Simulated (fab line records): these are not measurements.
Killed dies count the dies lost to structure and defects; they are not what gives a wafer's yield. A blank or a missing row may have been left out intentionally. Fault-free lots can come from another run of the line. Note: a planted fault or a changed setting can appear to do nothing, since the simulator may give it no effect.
Comparing a struck lot with a sound one -- flow sky130 -- 15 steps out of a route of 708
Sound: the wafers L260.3, L260.5, L260.6. Wafers L264.1, L264.2, L264.6 were the ones struck. Last of all comes the cause.
For every step that has rows: the tool of each side, followed by ch and its chambers, followed by its first start. Under that, the readings that differ: sound wafers -- struck wafers -- difference of the means -- sigmas: that difference in standard deviations of wafers without a fault.
alike: readings with means less than 2 such deviations apart, plus words and numbers identical on both sides. not compared: withheld readings, readings lacking a value on some wafer, bounds such as >300 that could conceal the same value, and numbers that have no deviation in the record and whose values overlap.
The two part at a step that has a row with sigmas, a row that says differs or no value, or rows on one side only. Non-overlapping numbers with no deviation appear without sigmas and do not part them. A reading that every wafer of one side lacks parts them only if that side has two wafers or more.

SKY_VIA1_CD_MEAS_12 targets a cd of 150 nm.
  sound: cd-sem-02 at day 37 03:41; struck: cd-sem-02 at day 38 07:35
  alike: cd-nm
SKY_VIA1_OVL_MEAS_13:
  sound: overlay-02 at day 37 03:47; struck: overlay-01 at day 38 07:43
  alike: VIA1_OVL
SKY_VIA1_ETCH_14: etches BARC in N2/H2, stops on SiO2, time 45.9 s, target depth 60 nm.
  sound on rie-diel-02 ch 0,2,3, day 37 03:48; struck on rie-diel-04 ch 0,1, day 38 07:45
reading,sound,struck,difference,sigmas
throttle-valve-pct (%),13.231 13.253 13.246,13.227 13.217 13.220,-0.022,-2
  alike: drypump-motor-current-A, oes-product-au
  not compared: rf-hours-counter-h
SKY_VIA1_ETCH_15: etches SiO2 in C4F8/O2/Ar, stops on TiN, target depth 351 nm, time 54 s.
  sound on rie-diel-02 ch 0,2,3, day 37 03:50; struck on rie-diel-04 ch 0,1, day 38 07:47
  alike: oes-product-au
  not compared: rf-hours-counter-h
SKY_VIA1_STRIP_16: strips in O2/N2.
  sound on plasma-asher-01 ch 0,1, day 37 03:55; struck on plasma-asher-01 ch 0,1, day 38 07:50
  alike: drypump-motor-current-A, oes-product-au, strip-time-to-endpoint-s
  not compared: rf-hours-counter-h
then, 3 steps without rows for these wafers: SKY_VIA1_STRIP_17 (strips in post etch residue remover, time 1200 s); SKY_VIA1_CLEAN_18 (cleans in IPA, time 180 s); SKY_VIA1_CLEAN_19 (cleans in O3/DIW).
SKY_VIA1_SPUTTER_20: material TiN, target thk 20 nm, time 80 s.
  sound: pvd-sputter-04 at day 37 04:29; struck: pvd-sputter-04 at day 38 08:26
  alike: throttle-valve-pct
SKY_VIA1_CVD_21: deposits W, target thk 270 nm, time 80.902 s.
  sound on cvd-w-02 ch 0,1, day 37 04:35; struck on cvd-w-02 ch 0,1, day 38 08:30
  alike: heater-power-w
SKY_VIA1_RS_MEAS_22: uses a four-point probe to measure.
  sound: film-metro-01 at day 37 04:41; struck: film-metro-02 at day 38 08:35
  alike: VIA1_W_RS
SKY_VIA1_THK_MEAS_23: measures by xrf.
  sound: film-metro-01 at day 37 04:47; struck: film-metro-02 at day 38 08:43
  alike: VIA1_W_THK
SKY_VIA1_CMP_24: polishes, stops on SiO2, t overpolish 15 s, target thk 0 nm.
  sound on cmp-01 ch 0,1, day 37 04:52; struck on cmp-01 ch 0,1,2, day 38 08:49
reading,sound,struck,difference,sigmas
overpolish-run-s (s),15.002 15.005 15.006,0.041 0.037 0.034,-14.967,-99 or more
time-to-endpoint-s (s),63 62 61,104 105 105,+43,+12
  alike: motor-current-A
then, 1 step without rows for these wafers: SKY_METAL2_SPUTTER_00 (material Ti, target thk 15 nm, time 10 s).
-- the record jumps here: 11 days lie between the struck wafers' starts before and after (it left off in module METAL2 and takes up again in module PAD_OPEN, whose first step shown is number 708 of the route) --
SKY_PAD_OPEN_PROBE_99:
  sound: prober-02 at day 48 07:28; struck: prober-02 at day 49 02:40
reading,sound,struck,difference,sigmas
killed-at-front-end,17 10 15,412 411 411,+397,+81
killed-dies,91 97 71,492 492 492,+406,+37
killed-on-rim,16 14 15,96 96 96,+81,+21
  alike: killed_at_M0_to_M3, killed_at_M4_up, killed-at-contacts, killed-at-other, killed-open, killed-short

== WHERE THEY PART ==
Earliest at SKY_VIA1_ETCH_14; latest, in this record, at SKY_PAD_OPEN_PROBE_99.

WHY: the cause the simulator had injected
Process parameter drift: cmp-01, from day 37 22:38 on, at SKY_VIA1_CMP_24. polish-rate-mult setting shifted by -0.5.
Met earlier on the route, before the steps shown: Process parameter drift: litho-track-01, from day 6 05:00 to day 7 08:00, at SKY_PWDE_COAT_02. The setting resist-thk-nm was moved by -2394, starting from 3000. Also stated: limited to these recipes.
